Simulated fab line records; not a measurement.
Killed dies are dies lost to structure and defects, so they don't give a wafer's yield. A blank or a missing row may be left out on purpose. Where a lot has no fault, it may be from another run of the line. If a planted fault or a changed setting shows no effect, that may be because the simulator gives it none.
One fault seen from 2 desks ; flow gf180mcu ; numbers are kept per desk, each desk with only its own; the story behind them comes last

== AT THE METROLOGY DESK ==
What the gauges read for every lot (on any tool): the sampled wafers with a number, averaged. A lot is out of limits, marked OUT, if its mean lies more than 4 standard deviations from the usual mean; the brackets give that distance.
Columns: A = V3_BOW at GF_V3_BOW_MEAS_05, usual 115 um; B = V3_W_THK at GF_V3_THK_MEAS_25, usual 355 nm
lot;first seen here;A;B
L234;day 21 16:19;105;357
L235;day 21 22:04;118;357
L237;day 22 13:19;119;354
L239;day 23 09:18;122;352
L238;day 23 13:17;114;356
L240;day 23 16:11;108;349
L241;day 24 04:59;102;349
L249;day 27 00:29;130;352
L250;day 27 02:12;109;351
L251;day 27 11:02;119;363
L253;day 28 00:04;114;359
L255;day 28 10:57;110;353
L256;day 28 18:58;124;361
L257;day 28 22:00;113;355
Finding of this desk: none of the 14 lots has anything out of limits.

== AT THE TOOL OWNER'S DESK: cmp-01 ==
The tool's own readings at GF_V3_CMP_26 (polishes, stops on SiO2, t overpolish 15 s, target thk 0 nm): means of the sampled wafers that have a number, for each lot that ran on this tool. A lot is out of limits, marked OUT, if its mean lies more than 4 standard deviations from the usual mean; the brackets give that distance.
Columns: A = motor_current_A at GF_V3_CMP_26, usual 11.5 A; B = overpolish_run_s at GF_V3_CMP_26, usual 15.001 s; C = platen_rpm at GF_V3_CMP_26, usual 60.00 rpm; D = retaining_ring_pressure_frac at GF_V3_CMP_26, usual 1.000; E = time_to_endpoint_s at GF_V3_CMP_26, usual 84 s
lot;first seen here;A;B;C;D;E
L234;day 22 16:56;12.2;14.999;59.97;1.000;84
L239;day 24 09:04;11.8;15.016;59.98;1.005;83
L238;day 24 12:58;11.8;14.996;60.04;1.003;85
L240;day 24 15:40;11.5;10.013 (-99 or more) OUT;60.01;0.999;97
L241;day 25 04:17;11.6;5.028 (-99 or more) OUT;59.99;1.001;111 (+5.9) OUT
L251;day 28 08:29;12.6;15.006;60.00;0.998;84
L253;day 28 20:46;12.5;15.003;60.00;0.998;86
L255;day 29 07:46;11.7;15.002;59.99;1.003;89
This desk's finding: out of limits on L240, L241; first on L240, day 24 15:40 (overpolish_run_s at GF_V3_CMP_26). L234, L239, L238, L251, L253, L255: within limits.

== PUT TOGETHER ==
On L240, L241, at day 24 15:40, an alarm was possible from the tool owner's desk.
At the metrology desk, nothing out of limits was observed.
The metrology desk holds a record of L240, L241, inside its limits.
The lots listed all ran GF_V3_CMP_26 on cmp-01.

== WHAT THE SIMULATOR PUT IN ==
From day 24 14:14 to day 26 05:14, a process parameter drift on cmp-01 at GF_V3_CMP_26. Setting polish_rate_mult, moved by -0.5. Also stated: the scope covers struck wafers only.
Lots struck among those shown: L240, L241.
Hours from the fault's start to each desk's first reading out of limits: the tool owner's desk, 1.
